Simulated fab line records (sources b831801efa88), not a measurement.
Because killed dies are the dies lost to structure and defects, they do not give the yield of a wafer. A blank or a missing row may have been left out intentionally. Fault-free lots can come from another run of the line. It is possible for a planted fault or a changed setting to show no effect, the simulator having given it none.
Struck lot and sound lot, side by side || flow sky130 || 16 out of 708 route steps
Sound: the wafers L118.1, L118.3, L118.4. The struck wafers were L117.4, L117.5. The cause is named last.
Order at every step that has rows: each side's tool, ch and its chambers, its first start. Under that, the readings that differ: sound wafers || struck wafers || difference of the means || sigmas: that difference in standard deviations of wafers without a fault.
alike: same words and numbers on both sides, and readings whose means sit less than 2 such deviations apart. not compared: any withheld reading, any reading some wafer has no value for, any bound like >300 that may hide the same value, and any number with overlapping values for which the record gives no deviation.
The two part at a step that has a row with sigmas, a row that says differs or no value, or rows on one side only. Non-overlapping numbers with no deviation appear without sigmas and do not part them. A reading missing from all wafers of one side parts the sides only when that side holds two or more wafers.

first, 3 steps without rows for these wafers: SKY_METAL1_EXPOSE_12 (exposes mask MM1, target cd 140 nm); SKY_METAL1_PEB_13; SKY_METAL1_DEVELOP_14 (develop time 60 s).
SKY_METAL1_CD_MEAS_15 targets a cd of 140 nm.
  sound: cd sem-01 at day 39 13:55; struck: cd sem-01 at day 39 13:37
  alike: cd nm
SKY_METAL1_OVL_MEAS_16:
  sound: overlay-02 at day 39 14:02; struck: overlay-01 at day 39 13:41
  alike: METAL1_OVL
SKY_METAL1_DESCUM_17: chemistry O2, time 8 s.
  sound on rie metal-01 ch 0,1, day 39 14:04; struck on rie metal-02 ch 1, day 39 13:44
  alike: drypump motor current A, he backside leak sccm, oes product au
  not compared: rf hours counter h
SKY_METAL1_ETCH_18: etches BARC in N2/H2, stops on SiO2, time 45.9 s, target depth 60 nm.
  sound on rie metal-01 ch 0,1, day 39 14:06; struck on rie metal-02 ch 1, day 39 13:50
  alike: drypump motor current A, h2 flow sccm, he backside leak sccm, oes product au, throttle valve pct
  not compared: rf hours counter h
SKY_METAL1_METAL_ETCH_19: etches the open film in Cl2/BCl3, stops on SiO2, target depth 360 nm, time 78 s.
  sound on rie metal-01 ch 0,1, day 39 14:10; struck on rie metal-02 ch 1, day 39 13:59
{"reading": "throttle valve pct (%)", "sound": "22.285 22.274 22.266", "struck": "22.265 22.249", "difference": -0.018, "sigmas": -2}
  alike: drypump motor current A, he backside leak sccm, oes product au
  not compared: rf hours counter h
SKY_METAL1_STRIP_20: strips in O2/N2.
  sound on plasma asher-02 ch 0,1, day 39 14:15; struck on plasma asher-04 ch 1, day 39 14:07
  alike: drypump motor current A, oes product au, strip time to endpoint s
  not compared: rf hours counter h
then, 3 steps without rows for these wafers: SKY_METAL1_STRIP_21 (strips in post etch residue remover, time 1200 s); SKY_METAL1_CLEAN_22 (cleans in IPA, time 180 s); SKY_METAL1_CLEAN_23 (cleans in O3/DIW).
SKY_VIA1_HDPCVD_00: deposits SiO2, target thk 1030 nm, time 171.7 s.
  sound on hdpcvd-01 ch 0,2, day 39 14:51; struck on hdpcvd-02 ch 1,2, day 39 14:44
{"reading": "model.SiO2_of_VIA1_HDPCVD_00.thk nm (nm)", "sound": "1035 1035 1043", "struck": "614.3 605.4", "difference": -427.8, "sigmas": ""}
SKY_VIA1_THK_MEAS_01:
  sound: film metro-02 at day 39 14:58; struck: film metro-01 at day 39 14:49
{"reading": "VIA1_HDPCVD_THK (nm)", "sound": "1034 1035 1043", "struck": "614 605", "difference": -428, "sigmas": -36}
SKY_VIA1_CMP_02: polishes SiO2.
  sound on cmp-01 ch 0,1,2, day 39 15:01; struck on cmp-02 ch 1,2, day 39 14:57
  alike: head pressure psi, motor current A, platen rpm, retaining ring pressure frac
-- the record jumps here: 12 days lie between the struck wafers' starts before and after (it left off in module VIA1 and takes up again in module PAD_OPEN, whose first step shown is number 708 of the route) --
SKY_PAD_OPEN_PROBE_99:
  sound: prober-01 at day 51 06:24; struck: prober-02 at day 51 05:25
{"reading": "model.etest.met2 comb.leak log10 a um", "sound": "-12.16 -12.08 -12.13", "struck": "-10.26 -9.996", "difference": "+2.00", "sigmas": ""}

WHERE THEY PART
At SKY_METAL1_METAL_ETCH_19 first; at SKY_VIA1_THK_MEAS_01 last (within this record only). Later steps at which nothing parts them and some readings are alike: SKY_VIA1_CMP_02.

WHY: whatever the simulator had introduced
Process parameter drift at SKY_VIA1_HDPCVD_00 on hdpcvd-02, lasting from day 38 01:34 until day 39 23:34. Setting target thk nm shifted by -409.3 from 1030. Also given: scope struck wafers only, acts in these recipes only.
